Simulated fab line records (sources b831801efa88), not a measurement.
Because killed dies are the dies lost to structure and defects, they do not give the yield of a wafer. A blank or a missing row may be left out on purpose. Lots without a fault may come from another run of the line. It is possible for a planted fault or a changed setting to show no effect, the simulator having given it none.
fab line records | flow sky130
record: lots: 6 wafers: 18 last_day: 50
route steps=708 shown VIA2@519 METAL3@532
lots that met no fault: from a run of the same line without faults
start_h: start of the lot's first displayed wafer, in hours after the record's first day | wait_h: hours from the lot's prior step to this one | " repeats the value in the row above | L1.1+2: several wafers, shown together as one row | - either no value or no given start | * or withheld: withheld | < > ~ a bound
route shown NAME@n: a module of which the file shows steps, and the number in the route of the first | usual: the fault-free wafers' mean and standard deviation | same: alike in all rows | chamber/n: place in a boat | sites: per-site readings | _std_site: their standard deviation | _edge_site: outer sites' mean less inner sites' | radius_mm: for every site, how far away it sits from the centre of the wafer | mask NAME#n: copy n | behind: tool/chamber where the wafer was last shaped | hold: what put the lot on hold/how long, in hours/how the hold closed | device: which transistor (n, p or np) failed to switch | end of line: the same wafers' tests at the end of the route | where a step has no rows: the recipe by itself | killed: dies that structure and defects cost at the first sort, which is not the same as the wafer's yield | map: per-die view of a wafer (x killed, . not killed, _ where there is no die)
set.NAME: the setting as run; set.NAME@STEP: as run at that earlier step | model.NAME: the simulator's own value behind a step, which no gauge read
lots at some steps of the route; a table a step, a row a wafer
services: from which hour (start_h, from the record's first day; less than 0 if before it) a tool's chamber was out of use, for how many hours, and why
== steps ==
step: SKY_VIA2_CD_MEAS_12
recipe: target_cd_nm: 200
usual: cd_nm: 200.0/1.5
columns lot.wafer tool chamber start_h wait_h cd_nm
L403.2 cd_sem-02 - 859.15 - 200.3
L403.3 " - " " 200.6
L403.6 " - " " 200.0
L405.2 cd_sem-02 - 872.35 - 200.9
L405.3 " - " " 199.1
L405.6 " - " " 199.8
L407.1 cd_sem-02 - 881.47 - 199.2
L407.3 " - " " 198.2
L407.5 " - " " 198.7
L416.1 cd_sem-01 - 951.59 - 195.7
L416.3 " - " " 196.0
L416.4 " - " " 196.2
L419.3 cd_sem-01 - 968.10 - 200.4
L419.4 " - " " 200.4
L419.6 " - " " 199.2
L422.1 cd_sem-02 - 997.66 - 200.1
L422.2 " - " " 199.5
L422.5 " - " " 198.0
step: SKY_VIA2_OVL_MEAS_13
usual: VIA2_OVL: 1/5.4
columns lot.wafer tool chamber start_h wait_h VIA2_OVL[nm]
L403.2 overlay-02 - 859.26 0.1 -1
L403.3 " - " " 0
L403.6 " - " " -6
L405.2 overlay-01 - 872.46 0.1 -3
L405.3 " - " " 7
L405.6 " - " " -5
L407.1 overlay-02 - 881.59 0.1 -7
L407.3 " - " " 14
L407.5 " - " " 5
L416.1 overlay-02 - 951.71 0.1 -3
L416.3 " - " " 3
L416.4 " - " " 7
L419.3 overlay-02 - 968.20 0.1 0
L419.4 " - " " -8
L419.6 " - " " -3
L422.1 overlay-01 - 997.78 0.1 -5
L422.2 " - " " 4
L422.5 " - " " 3
step: SKY_VIA2_ETCH_14
recipe: chemistry: N2/H2 target: BARC ion_energy_ev: 200 source_w: 500 bias_w: 100 pressure_mtorr: 30 n2_flow_sccm: 100 h2_flow_sccm: 200 stop_on: SiO2 time_s: 45.9 target_depth_a: 600
usual: bias_w: 100.06/0.26 drypump_motor_current_A: 5.6/0.6 oes_product_au: 0.855/0.0052 throttle_valve_pct: 13.224/0.0084
columns lot.wafer tool chamber start_h wait_h bias_w drypump_motor_current_A oes_product_au rf_hours_counter_h throttle_valve_pct
L403.2 rie_diel-02 0 859.29 0.0 100.11 4.7 0.856 13 13.230
L403.3 " 1 " " 100.40 5.3 0.853 19 13.229
L403.6 " 3 " " 99.43 4.7 0.853 - 13.220
L405.2 rie_diel-04 1 872.49 0.0 100.10 6.2 0.843 3 13.223
L405.3 " 0 " " 100.16 5.8 0.856 8 13.220
L405.6 " 0 " " 99.97 5.8 0.851 - 13.221
L407.1 rie_diel-01 0 881.62 0.0 99.55 5.8 0.864 6 13.224
L407.3 " 1 " " 100.16 5.5 0.858 8 13.225
L407.5 " 2 " " 100.22 5.1 0.854 - 13.225
L416.1 rie_diel-02 0 951.74 0.0 100.17 4.7 0.851 17 13.235
L416.3 " 1 " " 100.16 5.3 0.849 22 13.217
L416.4 " 3 " " 99.70 4.7 0.845 19 13.226
L419.3 rie_diel-02 2 968.22 0.0 100.04 5.9 0.863 20 13.209
L419.4 " 1 " " 99.95 5.3 0.854 22 13.223
L419.6 " 1 " " 100.01 5.3 0.859 - 13.232
L422.1 rie_diel-04 0 997.82 0.0 100.04 5.8 0.858 12 13.224
L422.2 " 3 " " 99.86 6.6 0.854 28 13.229
L422.5 " 2 " " 99.97 6.1 0.859 - 13.233
step: SKY_VIA2_ETCH_15
recipe: target: SiO2 chemistry: C4F8/O2/Ar target_depth_nm: 546 stop_on: TiN mask_material: KrF-thick source_w: 1500 bias_w: 1200 pressure_mtorr: 40 c4f8_flow_sccm: withheld O2_flow_sccm: 6 Ar_flow_sccm: 300 time_s: 84
usual: bias_w: 1200/3.4 oes_product_au: 0.940/0.0046
columns lot.wafer tool chamber start_h wait_h bias_w oes_product_au rf_hours_counter_h
L403.2 rie_diel-02 0 859.33 0.0 1198 0.938 13
L403.3 " 1 " " 1202 0.938 19
L403.6 " 3 " " 1204 0.941 -
L405.2 rie_diel-04 1 872.53 0.0 1202 0.946 3
L405.3 " 0 " " 1202 0.941 8
L405.6 " 0 " " 1200 0.933 -
L407.1 rie_diel-01 0 881.67 0.0 1199 0.945 6
L407.3 " 1 " " 1200 0.942 8
L407.5 " 2 " " 1194 0.940 -
L416.1 rie_diel-02 0 951.79 0.0 1205 0.936 17
L416.3 " 1 " " 1205 0.938 22
L416.4 " 3 " " 1200 0.936 19
L419.3 rie_diel-02 2 968.26 0.0 1198 0.943 20
L419.4 " 1 " " 1193 0.942 22
L419.6 " 1 " " 1193 0.939 -
L422.1 rie_diel-04 0 997.86 0.0 1192 0.944 12
L422.2 " 3 " " 1199 0.945 28
L422.5 " 2 " " 1205 0.941 -
step: SKY_VIA2_STRIP_16
recipe: chemistry: O2/N2 power_w: 1400 pressure_mtorr: 1500 platen_temp_c: withheld o2_flow_sccm: 3000 n2_flow_sccm: 300 overash_fraction: 0.5
step: SKY_VIA2_STRIP_17
recipe: chemistry: post_etch_residue_remover time_s: 1200 temp_c: 72.5
step: SKY_VIA2_CLEAN_18
recipe: chemistry: IPA time_s: 180 temp_c: 25
step: SKY_VIA2_CLEAN_19
recipe: chemistry: O3/DIW dry: n2_spin
step: SKY_VIA2_SPUTTER_20
recipe: material: TiN target_thk_nm: 20 chamber_pressure_pa: 5 power_w: 4000 time_s: 80
usual: throttle_valve_pct: 30.1/1.2
columns lot.wafer tool chamber start_h wait_h throttle_valve_pct
L403.2 pvd_sputter-01 - 860.07 0.0 30.4
L403.3 " - " " 31.7
L403.6 " - " " 31.7
L405.2 pvd_sputter-01 - 873.21 0.0 27.7
L405.3 " - " " 30.6
L405.6 " - " " 31.5
L407.1 pvd_sputter-04 - 882.36 0.0 31.0
L407.3 " - " " 31.2
L407.5 " - " " 31.6
L416.1 pvd_sputter-04 - 952.90 0.0 29.1
L416.3 " - " " 31.0
L416.4 " - " " 29.1
L419.3 pvd_sputter-04 - 969.01 0.0 29.0
L419.4 " - " " 31.2
L419.6 " - " " 29.1
L422.1 pvd_sputter-03 - 998.66 0.0 32.7
L422.2 " - " " 30.7
L422.5 " - " " 30.0
step: SKY_VIA2_CVD_21
recipe: material: W target_thk_nm: 420 time_s: 126.4 temp_c: 400 pressure_torr: 40
usual: heater_power_w: 772/78
columns lot.wafer tool chamber start_h wait_h heater_power_w
L403.2 cvd_w-01 0 860.18 0.1 705
L403.3 " 0 " " 672
L403.6 " 0 " " 711
L405.2 cvd_w-02 1 873.28 0.0 848
L405.3 " 1 " " 823
L405.6 " 0 " " 800
L407.1 cvd_w-02 0 882.42 0.0 794
L407.3 " 1 " " 824
L407.5 " 0 " " 801
L416.1 cvd_w-01 0 952.96 0.0 695
L416.3 " 0 " " 699
L416.4 " 1 " " 987
L419.3 cvd_w-01 1 969.11 0.1 939
L419.4 " 0 " " 704
L419.6 " 0 " " 704
L422.1 cvd_w-01 1 998.72 0.0 963
L422.2 " 0 " " 717
L422.5 " 0 " " 708
step: SKY_VIA2_RS_MEAS_22
recipe: thk_meas_gauge: four-point-probe reads: W_of_VIA2_CVD_21+TiN_of_VIA2_SPUTTER_20
usual: VIA2_W_RS: 0.273/0.0057
columns lot.wafer tool chamber start_h wait_h VIA2_W_RS[ohm/sq]
L403.2 film_metro-04 - 860.41 0.2 0.266
L403.3 " - " " 0.264
L403.6 " - " " 0.263
L405.2 film_metro-04 - 873.43 0.1 0.274
L405.3 " - " " 0.275
L405.6 " - " " 0.277
L407.1 film_metro-04 - 882.58 0.1 0.275
L407.3 " - " " 0.277
L407.5 " - " " 0.276
L416.1 film_metro-04 - 953.09 0.1 0.264
L416.3 " - " " 0.265
L416.4 " - " " 0.267
L419.3 film_metro-04 - 969.24 0.1 0.268
L419.4 " - " " 0.268
L419.6 " - " " 0.272
L422.1 film_metro-02 - 998.85 0.1 0.265
L422.2 " - " " 0.263
L422.5 " - " " 0.267
step: SKY_VIA2_THK_MEAS_23
recipe: thk_meas_gauge: xrf reads: W_of_VIA2_CVD_21
usual: VIA2_W_THK: 406/9.3
columns lot.wafer tool chamber start_h wait_h VIA2_W_THK[nm]
L403.2 film_metro-04 - 860.52 0.1 419
L403.3 " - " " 422
L403.6 " - " " 425
L405.2 film_metro-04 - 873.54 0.1 399
L405.3 " - " " 401
L405.6 " - " " 396
L407.1 film_metro-04 - 882.70 0.1 398
L407.3 " - " " 395
L407.5 " - " " 397
L416.1 film_metro-04 - 953.21 0.1 417
L416.3 " - " " 415
L416.4 " - " " 409
L419.3 film_metro-04 - 969.34 0.1 407
L419.4 " - " " 411
L419.6 " - " " 403
L422.1 film_metro-02 - 998.97 0.1 421
L422.2 " - " " 425
L422.5 " - " " 419
step: SKY_VIA2_CMP_24
recipe: stop_on: SiO2 t_overpolish_s: 20 down_force_psi: 3.5 platen_rpm: 60 target_thk_nm: 0 pad_velocity_m_s: 0.94248
usual: edge_zone_pressure_frac: 0.999/0.0047 motor_current_A: 11.3/1.2 overpolish_run_s: 20.000/0.009 time_to_endpoint_s: 103/4.1
columns lot.wafer tool chamber start_h wait_h edge_zone_pressure_frac motor_current_A overpolish_run_s time_to_endpoint_s
L403.3 cmp-02 3 860.57 0.0 0.997 12.3 20.011 100
L403.2 " 1 " " 1.003 11.0 20.006 102
L403.6 " 3 " " 0.990 11.6 19.993 100
L405.2 cmp-01 2 873.69 0.1 0.995 10.7 20.001 108
L405.3 " 3 " " 1.001 13.6 0.050 156
L405.6 " 0 " " 1.002 11.2 20.001 103
L407.3 cmp-01 3 882.90 0.2 1.007 13.5 0.040 155
L407.1 " 0 " " 1.005 11.7 19.997 104
L407.5 " 2 " " 0.996 10.7 20.001 106
L416.3 cmp-02 3 953.27 0.0 0.999 12.2 20.006 101
L416.4 " 1 " " 0.996 11.7 19.997 102
L416.1 " 2 " " 1.002 11.1 19.996 99
L419.3 cmp-01 1 969.38 0.0 0.997 11.5 20.012 101
L419.4 " 2 " " 0.993 10.7 19.992 108
L419.6 " 2 " " 1.001 10.9 20.011 103
L422.2 cmp-02 2 999.08 0.1 1.004 10.9 20.006 105
L422.1 " 3 " " 0.999 11.7 20.001 97
L422.5 " 1 " " 0.999 11.3 20.020 106
step: SKY_METAL3_SPUTTER_00
recipe: material: Ti target_thk_nm: 15 power_w: 3000 time_s: 10 chamber_pressure_pa: 0.4
usual: throttle_valve_pct: 30.2/1.1
columns lot.wafer tool chamber start_h wait_h throttle_valve_pct
L403.2 pvd_sputter-03 - 860.87 0.1 30.4
L403.3 " - " " 30.4
L403.6 " - " " 29.8
L405.2 pvd_sputter-01 - 873.89 0.1 29.6
L405.6 " - " " 29.6
L407.1 pvd_sputter-03 - 883.15 0.1 30.0
L407.5 " - " " 30.0
L416.1 pvd_sputter-02 - 953.57 0.1 28.6
L416.3 " - " " 29.4
L416.4 " - " " 29.4
L419.3 pvd_sputter-01 - 969.68 0.2 30.4
L419.4 " - " " 29.5
L419.6 " - " " 31.5
L422.1 pvd_sputter-03 - 999.33 0.1 30.6
L422.2 " - " " 32.5
L422.5 " - " " 30.1
== services ==
columns tool chamber start_h hours kind
rie_diel-04 2 835.31 5.4 repair
rie_diel-02 2 854.72 8.8 repair
cmp-01 - 856.61 1.4 repair
pvd_sputter-04 - 857.41 3.3 repair
cmp-02 - 869.71 2.1 repair
rie_diel-02 - 871.26 2.8 pm
cvd_w-01 0 887.15 1.5 repair
rie_diel-01 - 888.69 14.6 pm
rie_diel-02 1 892.19 8.5 repair
cmp-02 - 903.90 2.7 pm
cvd_w-02 - 904.00 14.0 pm
pvd_sputter-03 - 905.08 4.4 repair
rie_diel-01 3 910.61 9.8 repair
cmp-02 - 912.08 4.0 pm
rie_diel-01 1 918.44 27.8 repair
pvd_sputter-03 - 922.13 2.1 repair
cmp-01 - 932.88 4.0 pm
pvd_sputter-04 - 937.91 3.2 repair
rie_diel-04 - 940.99 1.1 repair
rie_diel-01 2 949.64 21.7 repair
rie_diel-04 1 951.36 3.5 repair
rie_diel-01 1 957.21 3.2 repair
pvd_sputter-04 - 958.73 3.6 repair
cmp-01 - 978.46 0.8 repair
== key ==
first_sign: step: SKY_VIA2_CMP_24 reading: overpolish_run_s direction: down sigmas: 99+ usual: 20.000 struck: 0.045
effect: step: SKY_VIA2_CMP_24 reading: time_to_endpoint_s direction: up sigmas: 13 usual: * struck: *
met_at SKY_VIA2_CMP_24
struck_wafers L405.3,L407.3
later_rows_left_out L405.3,L407.3
sort_left_out L405.3,L407.3
fault: kind: process_parameter_drift tool: cmp-01 chamber: - onset_h: 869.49 steps: SKY_VIA2_CMP_24 channel: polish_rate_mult offset: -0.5 shape: step end_h: 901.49 scope: struck_wafers_only
sort_left_out: the simulated sort isn't trusted on such a fault, so these wafers' sort isn't shown, and their yield isn't known
later_rows_left_out: the simulator's readings of these wafers behind a module that went badly wrong aren't trusted and aren't shown, but for the sort
